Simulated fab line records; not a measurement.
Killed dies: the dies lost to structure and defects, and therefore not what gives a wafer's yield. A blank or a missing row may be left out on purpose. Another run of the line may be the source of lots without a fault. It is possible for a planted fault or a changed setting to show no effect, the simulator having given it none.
A lot that was struck, set against a sound lot / flow gf180mcu / 15 steps out of a route of 602
Sound: the wafers L795.1, L795.2, L795.3. Struck: wafers L788.1, L788.2, L788.4. Last of all comes the cause.
For every step that has rows: the tool of each side, followed by ch and its chambers, followed by its first start. Under that, the readings that differ: sound wafers / struck wafers / difference of the means / sigmas: that difference in standard deviations of wafers without a fault.
alike: readings whose means differ by less than 2 such deviations, and words and numbers that are the same on both sides. not compared: withheld readings, readings that some wafer has no value for, bounds like >300 that may hide the same value, and numbers for which the record gives no deviation and whose values overlap.
A row with sigmas, a row that says differs or no value, or rows on one side alone: a step with any of these is where the two part. Non-overlapping numbers with no deviation appear without sigmas and do not part them. A reading that every wafer of one side lacks parts them only if that side has two wafers or more.

GF_MIM_SPUTTER_07: material TiN, target thk 60 nm, time 50 s.
  sound on pvdSputter-03, day 30 03:22; struck on pvdSputter-04, day 28 05:40
  alike: throttleValvePct
GF_MIM_SPUTTER_08: material AlCu, target thk 200 nm, time 10.6 s.
  sound on pvdSputter-03, day 30 03:25; struck on pvdSputter-04, day 28 05:43
  alike: throttleValvePct
GF_MIM_SPUTTER_09: material TiN, target thk 35 nm, time 29.2 s.
  sound on pvdSputter-03, day 30 03:26; struck on pvdSputter-04, day 28 05:44
  alike: throttleValvePct
GF_MIM_RS_MEAS_10: uses a four-point probe to measure.
  sound on filmMetro-01, day 30 03:28; struck on filmMetro-03, day 28 05:46
  alike: MIM_ALCU_RS
GF_MIM_THK_MEAS_11: measures by xrf.
  sound on filmMetro-01, day 30 03:35; struck on filmMetro-03, day 28 05:53
  alike: MIM_ALCU_THK
then, 7 steps without rows for these wafers: GF_MIM_DEHYDRATE_12 (time 60 s); GF_MIM_HMDS_13 (prime time 60 s); GF_MIM_COAT_14 (resist thk 1000 nm); GF_MIM_SOFTBAKE_15 (time 60 s); GF_MIM_EXPOSE_16 (exposes mask FuseTop, target cd 2000 nm); GF_MIM_PEB_17; GF_MIM_DEVELOP_18 (develop time 60 s).
GF_MIM_METAL_ETCH_19: etches the open film in Cl2/BCl3, stops on Si3N4, target depth 324.5 nm, time 54.1 s.
  sound on rieMetal-02 ch 0,1, day 30 21:40; struck on rieMetal-02 ch 0,1, day 29 01:25
  no value came back on the struck wafers for any of 5 readings (bcl3FlowSccm (sccm), biasW (W) and others); on the sound wafers bcl3FlowSccm (sccm) reads 39.92 39.99 39.96
reading=model.NOVOLAK_of_MIM_COAT_14.thkNm (nm); sound=869.4 869.2 865.9; struck=994.8 996.3 994.4; difference=+127.0; sigmas=
  not compared: rfHoursCounterH
GF_MIM_STRIP_20: strips in O2/N2.
  sound on plasmaAsher-02 ch 0,1, day 30 21:44; struck on plasmaAsher-02 ch 0,1, day 29 01:29
reading=oesProductAu (a.u.); sound=0.700 0.689 0.704; struck=0.713 0.714 0.720; difference=+0.018; sigmas=+3
reading=stripTimeToEndpointS (s); sound=11.20 11.21 11.17; struck=12.57 12.59 12.55; difference=+1.38; sigmas=+29
  alike: drypumpMotorCurrentA, heaterPowerW
  not compared: rfHoursCounterH
then, 1 step without rows for these wafers: GF_MIM_STRIP_21 (strips in post etch residue remover, time 1200 s).

== WHERE THEY PART ==
At GF_MIM_METAL_ETCH_19 first; at GF_MIM_STRIP_20 last (within this record only).

WHY: what the simulator had put in
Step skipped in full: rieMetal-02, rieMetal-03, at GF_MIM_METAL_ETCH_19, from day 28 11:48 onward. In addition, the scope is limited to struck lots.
